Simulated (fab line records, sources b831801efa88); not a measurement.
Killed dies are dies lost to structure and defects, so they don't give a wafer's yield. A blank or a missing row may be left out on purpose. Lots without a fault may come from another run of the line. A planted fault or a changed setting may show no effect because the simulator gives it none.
Which tool did it? | flow sky130 | 12 lots, 36 wafers sampled, at 3 steps of a route of 708

WHAT THE GAUGES READ, wafer by wafer
SKY_VT_ADJUST_HVTR_CD_MEAS_07: target cd 380 nm. Usual: cd_nm 379.6 nm, standard deviation 2.3.
lot  | measured     | on        | cd_nm (nm)        | flag
L331 | day 9 14:29  | cd_sem-01 | 376.5 380.1 379.0 |
L332 | day 9 16:48  | cd_sem-02 | 382.9 383.8 383.3 |
L333 | day 10 04:14 | cd_sem-01 | 380.9 382.7 381.0 |
L334 | day 10 10:47 | cd_sem-02 | 376.8 378.0 376.5 |
L336 | day 10 18:56 | cd_sem-01 | 379.9 379.9 380.7 |
L337 | day 11 04:19 | cd_sem-01 | 376.2 382.1 378.8 |
L338 | day 11 16:13 | cd_sem-01 | 375.7 379.7 379.4 |
L339 | day 11 22:04 | cd_sem-01 | 381.5 380.6 381.8 |
L344 | day 13 08:24 | cd_sem-01 | 379.2 380.0 380.9 |
L351 | day 15 12:45 | cd_sem-01 | 379.0 377.0 377.7 |
L353 | day 16 00:11 | cd_sem-02 | 382.4 382.9 381.4 |
L354 | day 16 09:41 | cd_sem-02 | 381.5 380.5 381.7 |

SKY_GATE_OXIDE_OVL_MEAS_10. Usual: GATE_OXIDE_OVL 0.6 nm, standard deviation 1.4.
lot  | measured     | on         | GATE_OXIDE_OVL (nm) | flag
L331 | day 13 21:20 | overlay-01 | 1.2 -1.9 0.5        |
L332 | day 14 02:45 | overlay-02 | 2.0 2.9 2.2         |
L333 | day 14 12:52 | overlay-01 | 1.7 -0.7 0.7        |
L334 | day 15 09:56 | overlay-01 | -1.0 0.9 -1.0       |
L336 | day 15 09:40 | overlay-02 | 1.9 2.1 2.2         |
L337 | day 15 17:58 | overlay-01 | -1.0 -0.7 -1.4      |
L338 | day 16 05:59 | overlay-02 | 2.2 2.9 4.4         |
L339 | day 16 12:16 | overlay-01 | 0.6 2.1 0.8         |
L344 | day 18 05:52 | overlay-02 | 1.7 -1.4 0.2        |
L351 | day 20 19:28 | overlay-01 | 0.4 2.0 1.2         |
L353 | day 21 07:23 | overlay-01 | 1.0 1.1 1.6         |
L354 | day 21 18:05 | overlay-02 | 1.6 0.7 0.1         |

WHICH TOOL RAN EACH LOT (tool, then ch and the chambers of the sampled wafers, then the start)
lot  | SKY_VT_ADJUST_LVTN_STRIP_20
L331 | plasma_asher-01 ch 0,1, day 7 21:16
L332 | plasma_asher-02 ch 0,1, day 7 23:02
L333 | plasma_asher-02 ch 0,1, day 8 08:12
L334 | plasma_asher-02 ch 0,1, day 8 15:16
L336 | plasma_asher-02 ch 0,1, day 9 00:10
L337 | plasma_asher-04 ch 0,1, day 9 07:51
L338 | plasma_asher-04 ch 0,1, day 9 18:43
L339 | plasma_asher-04 ch 0,1, day 10 01:28
L344 | plasma_asher-04 ch 0,1, day 11 08:10
L351 | plasma_asher-02 ch 0,1, day 13 08:16
L353 | plasma_asher-04 ch 0,1, day 13 19:41
L354 | plasma_asher-02 ch 0,1, day 14 03:31
- SKY_VT_ADJUST_LVTN_STRIP_20: strips in O2/N2.

WHAT THE TOOLS THEMSELVES READ (means of the sampled wafers that have a number; where no wafer has one, the mark that the record gives instead)
SKY_VT_ADJUST_LVTN_STRIP_20. Usual: drypump_motor_current_A 5.2 A, standard deviation 0.38; oes_product_au 0.716 a.u., standard deviation 0.004; strip_time_to_endpoint_s 14.17 s, standard deviation 0.041.
lot  | tool            | drypump_motor_current_A (A) | oes_product_au (a.u.) | strip_time_to_endpoint_s (s) | flag
L331 | plasma_asher-01 | 5.8                         | 0.715                 | 14.16                        |
L332 | plasma_asher-02 | 4.8                         | 0.718                 | 14.23                        |
L333 | plasma_asher-02 | 4.8                         | 0.716                 | 14.22                        |
L334 | plasma_asher-02 | 4.8                         | 0.721                 | 14.11                        |
L336 | plasma_asher-02 | 4.8                         | 0.716                 | 14.18                        |
L337 | plasma_asher-04 | 5.4                         | 0.714                 | 14.17                        |
L338 | plasma_asher-04 | 5.3                         | 0.715                 | 14.14                        |
L339 | plasma_asher-04 | 5.4                         | 0.717                 | 14.17                        |
L344 | plasma_asher-04 | 5.4                         | 0.716                 | 14.17                        |
L351 | plasma_asher-02 | 4.8                         | 0.711                 | 14.19                        |
L353 | plasma_asher-04 | 5.4                         | 0.718                 | 14.20                        |
L354 | plasma_asher-02 | 4.8                         | 0.714                 | 14.19                        |

THE ANSWER, worked out from the rows above alone
Rule: a lot is off if the mean of its wafers that have a number lies more than 3 standard deviations from the usual mean. A lot without any number at a reading at which 4 lots or more have one is off too. The other lots that the step has rows for count as sound. The gauges are gone through in route order, then the tools' own readings, and for those a lot's mean is taken as printed above. The first step at which some lot is off is used, and at that step the reading that is off furthest; a lot without a number counts as furthest.
No lot is off at any reading shown: from this, nothing can be told.

WHAT THE SIMULATOR HAD PUT IN
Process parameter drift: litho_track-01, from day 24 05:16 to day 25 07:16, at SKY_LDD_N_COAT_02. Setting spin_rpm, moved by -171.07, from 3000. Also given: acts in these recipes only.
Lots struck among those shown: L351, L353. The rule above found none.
